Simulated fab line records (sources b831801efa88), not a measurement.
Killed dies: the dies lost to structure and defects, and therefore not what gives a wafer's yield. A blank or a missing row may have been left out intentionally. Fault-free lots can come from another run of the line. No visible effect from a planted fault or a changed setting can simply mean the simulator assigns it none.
fab line records	flow sky130
[record] lots = 5	wafers = 15	last_day = 49
route steps=708 shown VIA3@590 METAL4@598 CAP2M@603 PAD_OPEN@708
lots with no fault: from the same line, run without faults
start_h: the number of hours between the record's first day and the start of the first shown wafer of the lot	wait_h: hours elapsed since this lot's preceding step	" identical to the entry in the row above	L1.1+2: one row covering several wafers at once	- no value, or no start given	* or withheld: withheld	< > ~ a bound
route shown NAME@n: a module of which the file shows steps, and the number in the route of the first	usual: average and standard deviation across the fault-free wafers	same: alike in all rows	chamber/n: place in a boat	sites: the reading at each site	_std_site: standard deviation across them	_edge_site: outer sites' mean less inner sites'	radius_mm: for every site, how far away it sits from the centre of the wafer	mask NAME#n: copy n	behind: tool/chamber where the wafer was last shaped	hold: reason for holding the lot/hours on hold/outcome of the hold	device: names the non-switching transistor (n, p or np)	end of line: the route-end tests of the same wafers	for a step that has no rows: nothing shown but its recipe	killed: count of dies lost to structure and defects at first sort (not the wafer's yield)	map: shows each die of a wafer: x if killed, . if not, _ if none is there
set.NAME: the setting as run; set.NAME@STEP: as run at that earlier step	model.NAME: the simulator's own value behind a step, which no gauge read
a table for each step, a row for each wafer; lots at some steps of the route
services: from which hour (start_h, from the record's first day; less than 0 if before it) a tool's chamber was out of use, for how many hours, and why
[[steps]]
[step SKY_VIA3_STRIP_17]
[recipe] chemistry = post_etch_residue_remover	time_s = 1200	temp_c = 72.5
[step SKY_VIA3_CLEAN_18]
[recipe] chemistry = IPA	time_s = 180	temp_c = 25
[step SKY_VIA3_CLEAN_19]
[recipe] chemistry = O3/DIW	dry = n2_spin
[step SKY_VIA3_SPUTTER_20]
[recipe] material = TiN	target_thk_nm = 20	chamber_pressure_pa = 5	power_w = 4000	time_s = 80
[usual] cathode_dc_power_W = 4000.1/0.7	throttle_valve_pct = 30.4/0.83
lot.wafer	tool	chamber	start_h	wait_h	cathode_dc_power_W	throttle_valve_pct
L331.4	pvd_sputter-03	-	938.38	0.0	3999.3	31.8
L331.5	"	-	"	"	4000.6	30.2
L331.6	"	-	"	"	3999.8	31.9
L332.4	pvd_sputter-02	-	952.58	0.0	4000.2	29.4
L332.5	"	-	"	"	3999.8	29.3
L332.6	"	-	"	"	4000.7	30.7
L338.1	pvd_sputter-01	-	995.29	0.0	3999.9	31.1
L338.5	"	-	"	"	4001.1	30.6
L338.6	"	-	"	"	4000.3	30.5
L342.1	pvd_sputter-02	-	1025.78	0.0	4000.5	29.6
L342.2	"	-	"	"	4000.6	29.6
L342.4	"	-	"	"	4000.7	30.4
L350.2	pvd_sputter-03	-	1062.57	0.0	3998.9	29.9
L350.4	"	-	"	"	4001.0	32.0
L350.5	"	-	"	"	3999.7	29.6
[step SKY_VIA3_CVD_21]
[recipe] material = W	target_thk_nm = 390	time_s = 117.31	temp_c = 400	pressure_torr = 40
[step SKY_VIA3_RS_MEAS_22]
[recipe] thk_meas_gauge = four-point-probe	reads = W_of_VIA3_CVD_21+TiN_of_VIA3_SPUTTER_20
[usual] VIA3_W_RS = 0.294/0.0044
lot.wafer	tool	chamber	start_h	wait_h	VIA3_W_RS[ohm/sq]
L331.4	film_metro-01	-	938.63	0.1	0.292
L331.5	"	-	"	"	0.291
L331.6	"	-	"	"	0.291
L332.4	film_metro-02	-	952.82	0.1	0.294
L332.5	"	-	"	"	0.294
L332.6	"	-	"	"	0.296
L338.1	film_metro-04	-	995.48	0.1	0.296
L338.5	"	-	"	"	0.295
L338.6	"	-	"	"	0.294
L342.1	film_metro-04	-	1025.96	0.1	0.297
L342.2	"	-	"	"	0.287
L342.4	"	-	"	"	0.288
L350.2	film_metro-01	-	1062.77	0.1	0.296
L350.4	"	-	"	"	0.295
L350.5	"	-	"	"	0.298
[step SKY_VIA3_THK_MEAS_23]
[recipe] thk_meas_gauge = xrf	reads = W_of_VIA3_CVD_21
[usual] VIA3_W_THK = 396/7.9
lot.wafer	tool	chamber	start_h	wait_h	VIA3_W_THK[nm]
L331.4	film_metro-01	-	938.72	0.1	401
L331.5	"	-	"	"	399
L331.6	"	-	"	"	399
L332.4	film_metro-02	-	952.91	0.1	390
L332.5	"	-	"	"	390
L332.6	"	-	"	"	389
L338.1	film_metro-04	-	995.60	0.1	403
L338.5	"	-	"	"	401
L338.6	"	-	"	"	404
L342.1	film_metro-04	-	1026.08	0.1	399
L342.2	"	-	"	"	415
L342.4	"	-	"	"	414
L350.2	film_metro-01	-	1062.88	0.1	399
L350.4	"	-	"	"	401
L350.5	"	-	"	"	398
[step SKY_VIA3_CMP_24]
[recipe] stop_on = SiO2	t_overpolish_s = 20	down_force_psi = 3.5	platen_rpm = 60	target_thk_nm = 0	pad_velocity_m_s = 0.94248
[usual] motor_current_A = 11.0/1.1	overpolish_run_s = 20.000/0.0097	time_to_endpoint_s = 93/3.1
lot.wafer	tool	chamber	start_h	wait_h	motor_current_A	overpolish_run_s	time_to_endpoint_s
L331.4	cmp-02	1	938.75	0.0	10.8	19.983	95
L331.5	"	1	"	"	11.2	20.000	94
L331.6	"	2	"	"	11.4	19.986	92
L332.4	cmp-01	2	953.09	0.2	8.5	20.013	94
L332.6	"	3	"	"	11.4	19.998	93
L332.5	"	0	"	"	11.9	19.996	89
L338.1	cmp-01	0	995.81	0.2	11.9	20.016	96
L338.6	"	1	"	"	11.4	19.988	92
L338.5	"	2	"	"	7.9	20.005	91
L342.2	cmp-02	2	1026.14	0.0	11.9	20.005	99
L342.1	"	3	"	"	10.5	20.001	93
L342.4	"	0	"	"	10.8	20.015	97
L350.4	cmp-01	1	1063.17	0.3	11.9	19.991	88
L350.2	"	0	"	"	12.3	20.007	91
L350.5	"	2	"	"	8.1	19.990	91
[step SKY_METAL4_SPUTTER_00]
[recipe] material = Ti	target_thk_nm = 15	power_w = 3000	time_s = 10	chamber_pressure_pa = 0.4
[usual] cathode_dc_power_W = 3000.0/0.57	throttle_valve_pct = 30.0/0.89
lot.wafer	tool	chamber	start_h	wait_h	cathode_dc_power_W	throttle_valve_pct
L331.4	pvd_sputter-02	-	939.05	0.2	2998.7	29.0
L331.5	"	-	"	"	3000.4	30.1
L331.6	"	-	"	"	3000.9	29.4
L332.4	pvd_sputter-03	-	953.26	0.1	3000.6	32.0
L332.5	"	-	"	"	3000.3	30.3
L332.6	"	-	"	"	3000.2	30.4
L338.1	pvd_sputter-04	-	995.96	0.1	3000.6	29.9
L338.5	"	-	"	"	2999.4	28.5
L338.6	"	-	"	"	3000.3	29.6
L342.1	pvd_sputter-03	-	1026.44	0.2	2999.2	31.8
L342.2	"	-	"	"	2999.8	29.8
L342.4	"	-	"	"	3000.7	30.5
L350.2	pvd_sputter-02	-	1063.47	0.1	2999.1	29.1
L350.4	"	-	"	"	2999.5	30.0
L350.5	"	-	"	"	3001.2	29.3
[step SKY_METAL4_SPUTTER_01]
[recipe] material = TiN	target_thk_nm = 20	power_w = 6500	time_s = 16.7	chamber_pressure_pa = 0.4
[step SKY_METAL4_SPUTTER_02]
[recipe] material = AlCu	target_thk_nm = 735	power_w = 10600	time_s = 39.1	chamber_pressure_pa = 0.4
[step SKY_METAL4_SPUTTER_03]
[recipe] material = Ti	target_thk_nm = 5	power_w = 3000	time_s = 3.3	chamber_pressure_pa = 0.4
[usual] cathode_dc_power_W = 2999.9/0.56	throttle_valve_pct = 30.1/0.83
lot.wafer	tool	chamber	start_h	wait_h	cathode_dc_power_W	throttle_valve_pct
L331.4	pvd_sputter-02	-	939.14	0.0	3001.5	29.1
L331.5	"	-	"	"	2999.8	29.8
L331.6	"	-	"	"	2998.4	29.4
L332.4	pvd_sputter-03	-	953.34	0.0	2999.3	31.9
L332.5	"	-	"	"	3000.2	30.5
L332.6	"	-	"	"	2999.7	30.4
L338.1	pvd_sputter-04	-	996.04	0.0	2998.9	29.8
L338.5	"	-	"	"	2999.9	28.7
L338.6	"	-	"	"	2999.8	29.4
L342.1	pvd_sputter-03	-	1026.53	0.0	3000.2	31.8
L342.2	"	-	"	"	3000.2	29.8
L342.4	"	-	"	"	2998.6	30.6
L350.2	pvd_sputter-02	-	1063.56	0.0	3000.5	29.1
L350.4	"	-	"	"	2999.8	30.0
L350.5	"	-	"	"	2999.6	29.5
[step SKY_METAL4_SPUTTER_04]
[recipe] material = TiN	target_thk_nm = 70	power_w = 6500	time_s = 58.3	chamber_pressure_pa = 0.4
[usual] cathode_dc_power_W = 6499.9/1.2	throttle_valve_pct = 30.0/0.85
lot.wafer	tool	chamber	start_h	wait_h	cathode_dc_power_W	throttle_valve_pct
L331.4	pvd_sputter-02	-	939.15	0.0	6500.2	29.1
L331.5	"	-	"	"	6500.9	30.4
L331.6	"	-	"	"	6500.0	29.6
L332.4	pvd_sputter-03	-	953.37	0.0	6498.7	32.0
L332.5	"	-	"	"	6502.2	30.5
L332.6	"	-	"	"	6498.9	30.7
L338.1	pvd_sputter-04	-	996.06	0.0	6500.0	29.8
L338.5	"	-	"	"	6498.7	28.5
L338.6	"	-	"	"	6498.2	29.9
L342.1	pvd_sputter-03	-	1026.55	0.0	6501.0	32.0
L342.2	"	-	"	"	6499.1	29.6
L342.4	"	-	"	"	6500.1	30.6
L350.2	pvd_sputter-02	-	1063.58	0.0	6500.5	29.1
L350.4	"	-	"	"	6499.9	30.2
L350.5	"	-	"	"	6498.7	29.7
[step SKY_CAP2M_CVD_00]
[recipe] material = SiO2	target_thk_nm = 15.5	temp_c = 400	time_s = withheld	rf_w = 450
[step SKY_CAP2M_THK_MEAS_01]
[recipe] reads = SiO2_of_CAP2M_CVD_00
[usual] CAP2M_CVD_00_THK = 15.44/0.24
lot.wafer	tool	chamber	start_h	wait_h	CAP2M_CVD_00_THK[nm]
L331.4	film_metro-03	-	939.25	-	15.33
L331.5	"	-	"	"	15.18
L331.6	"	-	"	"	15.49
L332.4	film_metro-03	-	953.45	-	15.31
L332.5	"	-	"	"	15.48
L332.6	"	-	"	"	15.53
L338.1	film_metro-02	-	996.13	-	15.09
L338.5	"	-	"	"	15.39
L338.6	"	-	"	"	15.37
L342.1	film_metro-03	-	1026.62	-	15.46
L342.2	"	-	"	"	15.56
L342.4	"	-	"	"	15.73
L350.2	film_metro-01	-	1063.66	-	15.28
L350.4	"	-	"	"	15.40
L350.5	"	-	"	"	15.59
[step SKY_CAP2M_SPUTTER_02]
[recipe] material = TiN	target_thk_nm = 200	temp_c = 300	power_w = 6500	time_s = 166.7	chamber_pressure_pa = 0.4
[usual] cathode_dc_power_W = 6499.9/1.2	substrate_temp_c = 300.00/0.19	throttle_valve_pct = 30.2/0.8
lot.wafer	tool	chamber	start_h	wait_h	cathode_dc_power_W	substrate_temp_c	throttle_valve_pct
L331.4	pvd_sputter-01	-	939.28	0.0	6501.1	299.95	30.3
L331.5	"	-	"	"	6501.8	299.72	30.3
L331.6	"	-	"	"	6501.9	299.96	30.2
L332.4	pvd_sputter-04	-	953.48	0.0	6500.7	299.83	28.3
L332.5	"	-	"	"	6499.4	300.21	30.0
L332.6	"	-	"	"	6499.1	300.10	30.5
L338.1	pvd_sputter-03	-	996.19	0.1	6500.1	300.01	30.5
L338.5	"	-	"	"	6499.8	299.81	30.9
L338.6	"	-	"	"	6500.0	299.64	31.7
L342.1	pvd_sputter-01	-	1026.68	0.1	6498.9	300.02	29.5
L342.2	"	-	"	"	6500.5	300.06	30.2
L342.4	"	-	"	"	6500.5	300.14	30.4
L350.2	pvd_sputter-01	-	1063.71	0.0	6497.6	300.25	30.4
L350.4	"	-	"	"	6500.4	299.90	30.8
L350.5	"	-	"	"	6500.1	300.20	30.2
[step SKY_CAP2M_RS_MEAS_03]
[recipe] thk_meas_gauge = four-point-probe	reads = TiN_of_CAP2M_SPUTTER_02
[usual] CAP2M_TIN_RS = 6.92/0.086
lot.wafer	tool	chamber	start_h	wait_h	CAP2M_TIN_RS[ohm/sq]
L331.4	film_metro-02	-	939.45	0.1	6.90
L331.5	"	-	"	"	6.88
L331.6	"	-	"	"	6.95
L332.4	film_metro-02	-	953.65	0.1	6.95
L332.5	"	-	"	"	7.02
L332.6	"	-	"	"	6.86
L338.1	film_metro-02	-	996.30	0.1	6.99
L338.5	"	-	"	"	6.94
L338.6	"	-	"	"	6.95
L342.1	film_metro-03	-	1026.79	0.1	6.82
L342.2	"	-	"	"	6.80
L342.4	"	-	"	"	6.79
L350.2	film_metro-03	-	1063.84	0.1	6.85
L350.4	"	-	"	"	6.88
L350.5	"	-	"	"	6.83
[step SKY_CAP2M_THK_MEAS_04]
[recipe] thk_meas_gauge = xrf	reads = TiN_of_CAP2M_SPUTTER_02
[usual] CAP2M_TIN_THK = 205.8/2.4
lot.wafer	tool	chamber	start_h	wait_h	CAP2M_TIN_THK[nm]
L331.4	film_metro-02	-	939.54	0.1	204.0
L331.5	"	-	"	"	205.4
L331.6	"	-	"	"	203.3
L332.4	film_metro-02	-	953.74	0.1	202.4
L332.5	"	-	"	"	201.6
L332.6	"	-	"	"	204.9
L338.1	film_metro-02	-	996.42	0.1	201.6
L338.5	"	-	"	"	203.1
L338.6	"	-	"	"	204.3
L342.1	film_metro-03	-	1026.91	0.1	209.9
L342.2	"	-	"	"	209.5
L342.4	"	-	"	"	210.0
L350.2	film_metro-03	-	1063.95	0.1	209.0
L350.4	"	-	"	"	208.2
L350.5	"	-	"	"	208.8
[step SKY_CAP2M_DEHYDRATE_05]
[recipe] temp_c = 200	time_s = 60
[step SKY_CAP2M_HMDS_06]
[recipe] prime_time_s = 60	prime_temp_c = 120
[step SKY_CAP2M_COAT_07]
[recipe] resist = NOVOLAK	spin_rpm = 3000	resist_thk_nm = 1140
[step SKY_CAP2M_SOFTBAKE_08]
[recipe] temp_c = 90	time_s = 60	resist = NOVOLAK
[step SKY_CAP2M_EXPOSE_09]
[recipe] mask_id = CAP2M	na = 0.6	source_shape = conventional	sigma_outer = 0.6	polarization = unpolarized	target_cd_nm = 1000	dose_mj = 159
[step SKY_CAP2M_PEB_10]
[recipe] temp_c = withheld	time_s = *	resist = NOVOLAK
[step SKY_CAP2M_DEVELOP_11]
[recipe] resist = NOVOLAK	developer = TMAH	develop_time_s = 60	dev_temp_c = 23
[step SKY_CAP2M_OVL_MEAS_12]
[usual] CAP2M_OVL = -1.6/1.4
lot.wafer	tool	chamber	start_h	wait_h	CAP2M_OVL[nm]
L331.4	overlay-02	-	963.70	0.1	-3.2
L331.5	"	-	"	"	-1.8
L331.6	"	-	"	"	-1.0
L332.4	overlay-01	-	977.88	0.1	-2.6
L332.5	"	-	"	"	-3.6
L332.6	"	-	"	"	-3.6
L338.1	overlay-02	-	1018.76	0.1	0.3
L338.5	"	-	"	"	-0.5
L338.6	"	-	"	"	0.2
L342.1	overlay-02	-	1048.52	0.1	0.2
L342.2	"	-	"	"	-0.5
L342.4	"	-	"	"	-2.7
L350.2	overlay-01	-	1084.57	0.1	-0.8
L350.4	"	-	"	"	-1.2
L350.5	"	-	"	"	-0.6
[step SKY_CAP2M_METAL_ETCH_13]
[recipe] target_depth_nm = 220	stop_on = SiO2	chemistry = Cl2/BCl3	target = TiN	pressure_mtorr = 10	icp_w = 900	bias_w = 48.5	Cl2_flow_sccm = 60	bcl3_flow_sccm = 30	time_s = 62.9
[step SKY_CAP2M_STRIP_14]
[recipe] chemistry = O2/N2	power_w = 1400	pressure_mtorr = 1500	platen_temp_c = withheld	o2_flow_sccm = 3000	n2_flow_sccm = 300	overash_fraction = 0.5
[step SKY_CAP2M_STRIP_15]
[recipe] chemistry = post_etch_residue_remover	time_s = 1200	temp_c = 72.5
[step SKY_CAP2M_CLEAN_16]
[recipe] chemistry = IPA	time_s = 180	temp_c = 25
[step SKY_CAP2M_CLEAN_17]
[recipe] chemistry = O3/DIW	dry = n2_spin
[step SKY_METAL4_DEHYDRATE_05]
[recipe] temp_c = 200	time_s = 60
[step SKY_METAL4_HMDS_06]
[recipe] prime_time_s = 60	prime_temp_c = 120
[step SKY_METAL4_COAT_07]
[recipe] resist = BARC	temp_c = withheld	time_s = withheld	spin_rpm = 3000	resist_thk_nm = 60
[step SKY_METAL4_COAT_08]
[recipe] resist = KrF-thick	spin_rpm = 3000	resist_thk_nm = 1140
[step SKY_METAL4_SOFTBAKE_09]
[recipe] temp_c = 100	time_s = 90	resist = KrF-thick
[step SKY_METAL4_EXPOSE_10]
[recipe] mask_id = MM4	na = 0.68	source_shape = annular	sigma_inner = 0.4	sigma_outer = 0.8	target_cd_nm = 300	dose_mj = 28
[step SKY_METAL4_PEB_11]
[recipe] peb_temp_c = withheld	peb_time_s = withheld	resist = KrF-thick
[step SKY_METAL4_DEVELOP_12]
[recipe] develop_time_s = 60	resist = KrF-thick	dev_temp_c = 21
[step SKY_METAL4_CD_MEAS_13]
[recipe] target_cd_nm = 300
[usual] cd_nm = 300.1/1.4
lot.wafer	tool	chamber	start_h	wait_h	cd_nm
L331.4	cd_sem-01	-	987.97	-	299.3
L331.5	"	-	"	"	298.5
L331.6	"	-	"	"	299.1
L332.4	cd_sem-02	-	1002.33	-	301.3
L332.5	"	-	"	"	300.6
L332.6	"	-	"	"	299.1
L338.1	cd_sem-01	-	1041.89	-	300.6
L338.5	"	-	"	"	299.4
L338.6	"	-	"	"	300.9
L342.1	cd_sem-01	-	1070.44	-	301.5
L342.2	"	-	"	"	301.3
L342.4	"	-	"	"	298.6
L350.2	cd_sem-01	-	1106.08	-	299.6
L350.4	"	-	"	"	299.8
L350.5	"	-	"	"	299.1
[step SKY_METAL4_OVL_MEAS_14]
[usual] METAL4_OVL = -1/6.4
lot.wafer	tool	chamber	start_h	wait_h	METAL4_OVL[nm]
L331.4	overlay-02	-	988.05	0.1	1
L331.5	"	-	"	"	-4
L331.6	"	-	"	"	-7
L332.4	overlay-02	-	1002.40	0.1	-5
L332.5	"	-	"	"	-10
L332.6	"	-	"	"	-10
L338.1	overlay-01	-	1042.01	0.1	-9
L338.5	"	-	"	"	-4
L338.6	"	-	"	"	-3
L342.1	overlay-02	-	1070.56	0.1	-7
L342.2	"	-	"	"	-8
L342.4	"	-	"	"	-10
L350.2	overlay-02	-	1106.19	0.1	6
L350.4	"	-	"	"	7
L350.5	"	-	"	"	7
[step SKY_METAL4_DESCUM_15]
[recipe] chemistry = O2	source_power_w = 150	bias_power_w = 0	pressure_mtorr = 10	temp_c = 40	time_s = 8
[step SKY_PAD_OPEN_PROBE_99]
[usual] defect_limited_yield = 82.3/1.9	killed_at_M0_to_M3 = 43/7.4	killed_at_M4_up = 3.3/2	killed_at_contacts = 24/5.4	killed_at_front_end = 16/4.2	killed_at_other = 0.3/0.61	killed_dies = 87/9.4	killed_open = 47/7.3	killed_short = 40/6.7	sort_bin_3_pad_short = 0.9/0.43	sort_bin_5_function = 10.4/1.4	sort_bin_6_memory = 6.4/1.2	sort_n_pass = 405/9.4	sort_yield_pct = 82.3/1.9
[same] gross_dies = 492	killed_at_back_side = 0	sort_bin_4_leakage[%] = 0	sort_bin_8_speed[%] = 0
lot.wafer	tool	chamber	start_h	wait_h	defect_limited_yield[%]	killed_at_M0_to_M3	killed_at_M4_up	killed_at_contacts	killed_at_front_end	killed_at_other	killed_dies	killed_open	killed_short	sort_bin_3_pad_short[%]	sort_bin_5_function[%]	sort_bin_6_memory[%]	sort_n_pass	sort_yield_pct[%]	model.etest.tester.sort_n_pass	model.etest.tester.sort_yield_pct	model.etest.tester.sort_bin_5_pct	model.etest.tester.sort_bin_3_pct
L338.1	prober-01	-	1133.05	0.1	81.5	48	3	20	20	0	91	42	49	1.0	10.0	7.5	401	81.5	401	81.5	9.959	1.016
L338.5	prober-01	-	1133.25	0.2	80.3	54	3	22	18	0	97	58	38	0.6	11.4	7.7	395	80.3	395	80.28	11.38	0.6098
L338.6	prober-01	-	1133.30	0.2	81.7	52	3	22	13	0	90	50	40	1.0	10.0	7.3	402	81.7	402	81.71	9.959	1.016
L342.1	prober-01	-	1156.84	0.1	78.5	45	26	23	12	0	106	46	33	2.0	13.6	5.9	386	78.5	386	78.46	13.62	2.033
L342.2	prober-01	-	1156.89	0.1	84.6	39	4	20	13	0	76	37	38	1.0	9.1	5.3	416	84.6	416	84.55	9.146	1.016
L342.4	prober-01	-	1156.99	0.2	78.3	49	7	26	23	2	107	63	41	0.2	12.2	9.3	385	78.3	385	78.25	12.2	0.2033
L350.2	prober-02	-	1187.38	0.1	85.6	28	4	30	9	0	71	44	27	0	8.3	6.1	421	85.6	421	85.57	8.333	0
L350.4	prober-02	-	1187.48	0.2	83.5	38	2	25	16	0	81	43	38	1.0	8.7	6.7	411	83.5	411	83.54	8.74	1.016
L350.5	prober-02	-	1187.53	0.2	83.9	40	3	23	12	1	79	43	36	0	9.8	6.3	413	83.9	413	83.94	9.756	0
// killed by level:class
L338.1 VIA1:geometric_particle:open=11 METAL2:geometric_particle:short=10 LOCAL_INTERCONNECT:geometric_particle:short=7 POLY_GATE:geometric_particle:short=6 CONTACT:geometric_particle:short=5 VIA1:geometric_particle:short=5 VIA3:geometric_particle:open=5 VIA2:geometric_particle:open=5
L338.5 VIA1:geometric_particle:open=16 CONTACT:geometric_particle:open=10 VIA3:geometric_particle:open=6 VIA1:geometric_particle:short=6 METAL2:geometric_particle:short=6 VIA2:geometric_particle:open=6 FIELD_ISO:geometric_particle:open=5 POLY_GATE:geometric_particle:open=5
L338.6 VIA1:geometric_particle:open=16 CONTACT:geometric_particle:open=9 VIA3:geometric_particle:short=7 METAL1:geometric_particle:short=6 METAL2:geometric_particle:short=5 LI_CONTACT:geometric_particle:open=5 METAL1:geometric_particle:open=4 SPACER:geometric_particle:short=4
L342.1 METAL4:unspecified=25 CONTACT:geometric_particle:open=10 LI_CONTACT:geometric_particle:open=9 VIA3:geometric_particle:open=8 METAL1:geometric_particle:short=7 VIA3:geometric_particle:short=6 VIA1:geometric_particle:open=6 VIA2:geometric_particle:open=5
L342.2 CONTACT:geometric_particle:open=7 METAL1:geometric_particle:short=6 POLY_GATE:geometric_particle:open=5 LI_CONTACT:geometric_particle:open=5 VIA1:geometric_particle:open=5 VIA2:geometric_particle:open=5 VIA3:geometric_particle:open=5 METAL4:geometric_particle:short=4
L342.4 LI_CONTACT:geometric_particle:open=11 VIA1:geometric_particle:open=11 VIA3:geometric_particle:open=9 CONTACT:geometric_particle:open=8 FIELD_ISO:geometric_particle:open=7 POLY_GATE:geometric_particle:open=6 METAL1:geometric_particle:short=5 VIA2:geometric_particle:open=5
L350.2 CONTACT:geometric_particle:open=13 VIA2:geometric_particle:open=10 VIA1:geometric_particle:open=6 LI_CONTACT:geometric_particle:short=6 LI_CONTACT:geometric_particle:open=6 VIA3:geometric_particle:open=4 FIELD_ISO:geometric_particle:short=3 VIA1:geometric_particle:short=3
L350.4 CONTACT:geometric_particle:open=10 VIA3:geometric_particle:open=8 POLY_GATE:geometric_particle:open=6 CONTACT:geometric_particle:short=6 VIA1:geometric_particle:open=6 METAL2:geometric_particle:short=6 VIA3:geometric_particle:short=6 LI_CONTACT:geometric_particle:open=4
L350.5 VIA1:geometric_particle:open=10 VIA2:geometric_particle:open=10 LOCAL_INTERCONNECT:geometric_particle:short=8 CONTACT:geometric_particle:open=8 FIELD_ISO:geometric_particle:short=4 VIA2:geometric_particle:short=4 VIA3:geometric_particle:open=4 SONOS_ONO:geometric_particle:short=3
// map L342.4 (x killed, . not)
__________......xx.._________
________..x........xx._______
______x...........x...x._____
_____.............x.x....____
____x.....x.xx.xxxxx......___
___..x.x..x...x.........x..__
__.xx.x........x.x..x.....x._
_......x.xx...x.x........x...
_xx.....x...x.....x..xx......
_....x...x.x..........x..xx..
_..x.xx........xx........x...
_x............x.x.x..x......x
_..x...x.......xx.x.x........
_....x..x....x..x.......x..xx
_.........x....x..xx.........
__x....x..x..........x...x.._
___...x......x.x.xx...x..xx__
____....x........x....x...___
_____....x....x...x......____
______.....x......x....._____
________..x....x..xx.x_______
__________...x...x.._________
// map L332.6 (x killed, . not)
__________x...xxx..._________
________x..x.........._______
______.x.x..x....x......_____
_____....x........x....x.____
____...............x.x....___
___.xxx......x.....x.x.x...__
__......xx....xx........xx.._
_......x......x........x.....
_.xx...x.....................
_.....x.......x..x...x..x....
_............xx.......x..xxx.
_..................x.x.x.....
_xx.x..x.......x....x.....x..
_..............xx......x.x...
_...........x.x.x..xxx...x.xx
__....xx.........x..x......._
___..xx....................__
____x......x.x...xxx......___
_____.x.x...xxx..x.......____
______x....x.x....x.x..._____
________..x..........._______
__________....x.x..._________
[[services]]
tool	chamber	start_h	hours	kind
pvd_sputter-01	-	924.90	6.3	repair
pvd_sputter-04	-	935.87	3.5	repair
pvd_sputter-03	2	952.56	-	consumable_replace:kit
pvd_sputter-03	2	952.56	18.0	scheduled_down
pvd_sputter-03	2	952.56	18.0	vent_cycle
cmp-02	-	953.87	1.1	repair
pvd_sputter-04	1	957.31	-	consumable_replace:kit
pvd_sputter-04	1	957.31	18.0	scheduled_down
pvd_sputter-04	1	957.31	18.0	vent_cycle
cmp-02	-	980.36	0.3	repair
cmp-02	-	994.34	8.3	repair
pvd_sputter-01	-	996.10	4.9	repair
pvd_sputter-04	-	1020.52	7.2	repair
cmp-01	-	1028.42	2.2	repair
cmp-01	-	1031.06	1.0	repair
cmp-02	-	1034.54	1.0	repair
pvd_sputter-03	1	1037.11	-	consumable_replace:kit
pvd_sputter-03	1	1037.11	18.0	scheduled_down
pvd_sputter-03	1	1037.11	18.0	vent_cycle
pvd_sputter-01	1	1040.97	-	consumable_replace:kit
pvd_sputter-01	1	1040.97	18.0	scheduled_down
pvd_sputter-04	-	1043.05	3.0	repair
pvd_sputter-01	-	1058.27	3.3	repair
cmp-02	-	1062.84	3.5	repair
[[key]]
[first_sign] step = SKY_PAD_OPEN_PROBE_99	reading = killed_at_M4_up	direction = up	sigmas = 11	usual = 3.3	struck = 26
[effect] step = SKY_PAD_OPEN_PROBE_99	reading = sort_bin_3_pad_short	direction = up	sigmas = 2.6	usual = 0.9	struck = 2.0
[model_effect] step = SKY_PAD_OPEN_PROBE_99	value = etest.tester.sort_n_pass	without = 406	struck = 386
met_at SKY_METAL4_SPUTTER_04
struck_wafers L342.1
onset_between 953.37 1026.55
[fault] kind = chamber_particle_source	tool = pvd_sputter-03	chamber = -	onset_h = 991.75	steps = SKY_METAL4_SPUTTER_04	rate_per_visit_cm2 = 0.49098	end_h = 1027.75	scope = struck_wafers_only
